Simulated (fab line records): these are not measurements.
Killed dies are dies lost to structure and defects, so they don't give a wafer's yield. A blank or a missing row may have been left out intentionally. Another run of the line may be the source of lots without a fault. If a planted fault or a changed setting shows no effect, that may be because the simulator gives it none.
8D (eight disciplines) problem report, filled in by code    flow gf180mcu    the parts of the form that need people (team, actions taken, sign-off) are left out

== 1. PROBLEM STATEMENT ==
HV_LDD_RS at GF_HV_LDD_RS_MEAS_53 reads a mean of 408.5 ohm/sq on 6 wafers of 2 lots; wafers without a fault read 418.6 ohm/sq with a standard deviation of 0.93. Measured from the usual mean, that is -11 standard deviations.
The step: measures by four-point-probe.
The first sign was on wafer L536.1 at day 17 04:36, on filmMetro-01. At this step, 39 wafers from 13 lots have a number in the record. Rule for "out", or "out of limits": more than 4 standard deviations from the usual mean. The other wafers with a number count as sound.

== 2. WHAT THIS IS AND IS NOT ==
question                     is                          is not
which readings at this step  HV_LDD_RS                   -
which lots                   L536, L538                  L522, L524, L527, L528, L530, L531, L539, L541, L542, L543, L544
which wafers of those lots   all that have a number      -
read on which gauges         filmMetro-01, filmMetro-03  filmMetro-04
when                         from day 17 04:36           up to then (18 sound wafers); but 15 sound wafers of L539, L541, L542, L543, L544 came after

== 3. THE SUSPECTS, EACH WITH WHAT RULES IT OUT ==
Counting: a tool at a process step up to the reading stays a suspect if it ran every lot that is out and no sound lot after the first of them.
- the gauge at GF_HV_LDD_RS_MEAS_53 is ruled out. Those wafers that are out were read across 2 gauges (filmMetro-01, filmMetro-03).
- implanter-02 at GF_HV_LDD_IMPLANT_36: kept. It processed each lot that is out, first L536 at day 16 04:53, and no sound lot thereafter; up to then, the last sound lot it processed was L530 at day 14 05:41. Its own doseIonsCm2, faradayCurrentUA readings are out on those wafers.
Left after counting: implanter-02 at GF_HV_LDD_IMPLANT_36.

== 4. THE CAUSE (what the simulator had put in) ==
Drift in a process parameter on implanter-02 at GF_HV_LDD_IMPLANT_36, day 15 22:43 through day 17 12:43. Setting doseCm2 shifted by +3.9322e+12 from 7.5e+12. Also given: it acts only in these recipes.
Counting left only this tool.

== 5. SEQUENCE OF EFFECTS, ordered by route ==
Each row: a reading whose mean over the struck wafers that have a number lies more than 3 standard deviations from the usual. Readings are gone through only where the record gives a usual standard deviation; hours: the median, over the lots, of the time from a lot's start at the first step in this table giving one to that lot's start at this step; sigmas: the change measured in usual standard deviations.
hours  step                  reading           usual         on struck wafers  change      sigmas
0      GF_HV_LDD_IMPLANT_36  doseIonsCm2       7.498e+12     1.143e+13         +3.930e+12  +99 or more
0      GF_HV_LDD_IMPLANT_36  faradayCurrentUA  42.3          63.2              +20.9       +23
24     GF_HV_LDD_RS_MEAS_53  HV_LDD_RS         418.6 ohm/sq  408.5             -10.1       -11
Its process steps:
- GF_HV_LDD_IMPLANT_36
At these later measuring or inspecting steps, every struck wafer for which the step has a row has a number for every such reading, and none has moved that far: GF_HV_LDD_THK_MEAS_57.

== 6. WHAT WOULD HAVE CAUGHT IT SOONER ==
The first out-of-limits reading at a measuring or inspecting step in this record came at day 17 04:36, 30 hours after the fault's start at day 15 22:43.
At GF_HV_LDD_IMPLANT_36, the tool's own readings (doseIonsCm2, faradayCurrentUA) were out on each struck wafer the step has a row for, so an alarm limit on them would have fired on the first such wafer.
By day 17 04:36, every lot that is out (2) had started GF_HV_LDD_IMPLANT_36 on implanter-02. Holding the tool at that point would not have protected any of them.
